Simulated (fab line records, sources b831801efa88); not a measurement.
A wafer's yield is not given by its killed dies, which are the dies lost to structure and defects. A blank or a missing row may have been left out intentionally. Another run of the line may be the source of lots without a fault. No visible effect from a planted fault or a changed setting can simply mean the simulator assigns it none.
Which of the tools did it? | flow sky130 | Sampling: 11 lots, 33 wafers, 2 of 708 route steps

## WHAT EACH GAUGE READ, for each wafer
SKY_SONOS_ONO_THK_MEAS_01.
lot  | measured     | on            | SONOS_ONO_OXIDATION_THK (nm)
L176 | day 13 22:14 | film-metro-04 | 2.62 2.67 2.71
L177 | day 14 05:24 | film-metro-01 | 2.68 2.71 2.74
L180 | day 15 07:05 | film-metro-04 | 2.59 2.58 2.59
L181 | day 15 14:29 | film-metro-03 | 2.62 2.57 2.64
L183 | day 16 04:29 | film-metro-04 | 2.53 2.51 2.56
L184 | day 16 14:29 | film-metro-03 | 2.56 2.63 2.62
L185 | day 16 18:46 | film-metro-04 | 2.97 2.92 2.91 2.98 2.88 2.88
L187 | day 17 12:38 | film-metro-04 | 2.96 2.93 2.90 2.92 2.90 2.93
L188 | day 18 01:45 | film-metro-04 | 2.91 2.92 2.90 2.86 2.85 2.92
L189 | day 18 07:32 | film-metro-03 | 2.63 2.65 2.72
L190 | day 18 10:22 | film-metro-01 | 2.61 2.69 2.66

## WHAT TOOL EACH LOT RAN ON (gives the tool, then ch and the chambers of the sampled wafers, and finally the start)
lot  | SKY_SONOS_ONO_OXIDATION_00
L176 | furnace-01 ch 0, day 13 20:53
L177 | furnace-01 ch 0, day 14 04:03
L180 | furnace-02 ch 0, day 15 05:43
L181 | furnace-01 ch 0, day 15 13:08
L183 | furnace-01 ch 0, day 16 03:09
L184 | furnace-01 ch 0, day 16 13:08
L185 | furnace-01 ch 0, day 16 17:25
L187 | furnace-01 ch 0, day 17 11:16
L188 | furnace-01 ch 0, day 18 00:25
L189 | furnace-02 ch 0, day 18 06:10
L190 | furnace-02 ch 0, day 18 09:01
- SKY_SONOS_ONO_OXIDATION_00: stabilise 600 s, purge 300 s, target thk 2.6 nm.

## THE ANSWER, worked out from the rows above alone
Rule: usual is defined by the lots themselves. The widest of any qualifying gaps counts: lots, ordered by their means at a reading, are off when they make up no more than a third of the lots, leave a main group of 4 or more, and stand apart from it by 3 or more times the standard deviation of that group's means. A main group whose means are all the same, to the digits that the tables above print for the reading, isn't used. A lot without any number at a reading at which 4 lots or more have one is off too. All remaining lots with rows at the step are treated as sound.
Off: L185, L187, L188, seen at SKY_SONOS_ONO_THK_MEAS_01 (SONOS_ONO_OXIDATION_THK). Main group: mean 2.63 nm, sd 0.052.
If a tool, at a process step before that reading, ran all the lots that are off and no sound lot after the first of them, it fits. Those tools and the gauges at SKY_SONOS_ONO_THK_MEAS_01 are tried in the same way. 2 tools fit, furnace-01 at SKY_SONOS_ONO_OXIDATION_00 and film-metro-04 at SKY_SONOS_ONO_THK_MEAS_01, so this cannot tell which one it is.

## WHAT HAD BEEN PUT IN BY THE SIMULATOR
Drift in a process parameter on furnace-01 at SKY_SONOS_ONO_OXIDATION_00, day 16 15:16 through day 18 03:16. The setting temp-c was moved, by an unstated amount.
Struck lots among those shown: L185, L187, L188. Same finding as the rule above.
